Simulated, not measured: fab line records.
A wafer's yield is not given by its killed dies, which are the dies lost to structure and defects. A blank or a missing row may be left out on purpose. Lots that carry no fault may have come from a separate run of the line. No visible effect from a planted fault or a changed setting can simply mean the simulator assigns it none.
Chamber matching    flow gf180mcu    GF_V3_CMP_26 on cmp-01 has 4 sister chambers
The step polishes, stops on SiO2, t overpolish 15 s, target thk 0 nm. 8 wafers are shown with their chamber, then 7 later ones without.

EACH WAFER AND ITS CHAMBER
wafer   chamber  motor current A (A)  time to endpoint s (s)
L916.1  3        12.1                 79
L916.3  0        12.7                 88
L930.2  2        11.1                 85
L930.5  0        12.3                 84
L931.4  3        13.0                 81
L931.5  1        12.7                 82
L935.3  2        11.2                 84
L935.4  1        12.8                 89

WAFERS WITH NO CHAMBER GIVEN
wafer   motor current A (A)  time to endpoint s (s)
L935.6  13.3                 88
L936.2  11.3                 83
L936.4  13.7                 80
L936.6  12.4                 83
L937.2  13.0                 83
L937.5  11.6                 88
L937.6  13.7                 88

CHAMBER TAKEN BY EACH
wafer   from the rows above           in truth
L935.6  can't be placed: 1 or 0 or 3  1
L936.2  2                             2
L936.4  can't be placed: 3 or 1 or 0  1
L936.6  can't be placed: 0 or 3 or 1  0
L937.2  can't be placed: 1 or 3 or 0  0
L937.5  can't be placed: 2 or 0 or 1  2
L937.6  can't be placed: 1 or 0 or 3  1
1 of 7 placed correctly. Cannot be placed on the basis of these rows: 6; the candidates contain the true chamber in 6. Placed wrongly: 0.
How it was worked out, from the rows above alone: a wafer's distance from a chamber is the root of the sum, over the readings, of the square of ((its reading less the chamber's mean) divided by the reading's scatter). If the next closest chamber is less than 2 further off than the closest, the wafer can't be placed; otherwise it belongs to the closest. The mean given for a chamber averages the wafers shown for that chamber. The scatter is the square root of a quotient: the sum, over the shown wafers, of each reading's squared deviation from its chamber's mean, divided by wafers minus chambers.
